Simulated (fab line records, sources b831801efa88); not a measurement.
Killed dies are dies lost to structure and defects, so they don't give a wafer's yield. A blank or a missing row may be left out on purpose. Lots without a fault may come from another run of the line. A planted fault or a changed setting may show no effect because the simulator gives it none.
Which tool did it? | flow sky130 | 7 lots, 21 wafers sampled, at 1 step of a route of 708

WHAT THE GAUGES READ, wafer by wafer
SKY_SONOS_ONO_THK_MEAS_01.
lot  | measured     | on            | SONOS_ONO_OXIDATION_THK (nm)
L964 | day 12 12:07 | film_metro-02 | 2.59 2.60 2.53
L966 | day 13 13:04 | film_metro-03 | 2.54 2.62 2.70
L971 | day 14 21:29 | film_metro-02 | 2.56 2.53 2.61
L975 | day 16 01:11 | film_metro-01 | 2.61 2.61 2.64
L979 | day 17 16:06 | film_metro-03 | 2.53 2.60 2.57
L981 | day 18 00:37 | film_metro-01 | 2.67 2.67 2.63
L984 | day 19 05:01 | film_metro-03 | 2.66 2.71 2.67

WHICH TOOL RAN EACH LOT (tool, then ch and the chambers of the sampled wafers, then the start)
The record holds no process step before these readings.

THE ANSWER, worked out from the rows above alone
Rule: what is usual is taken from the lots themselves. Put in order of their means at a reading, lots are off if they are a third of the lots or fewer, leave a main group of 4 or more, and stand apart from it by a gap of 3 or more times the standard deviation of the main group's means; of several such gaps the widest counts. A main group whose means are all the same, to the digits that the tables above print for the reading, isn't used. A lot without any number at a reading at which 4 lots or more have one is off too. The other lots that the step has rows for count as sound.
No lot is off at any reading shown: from this, nothing can be told.

WHAT THE SIMULATOR HAD PUT IN
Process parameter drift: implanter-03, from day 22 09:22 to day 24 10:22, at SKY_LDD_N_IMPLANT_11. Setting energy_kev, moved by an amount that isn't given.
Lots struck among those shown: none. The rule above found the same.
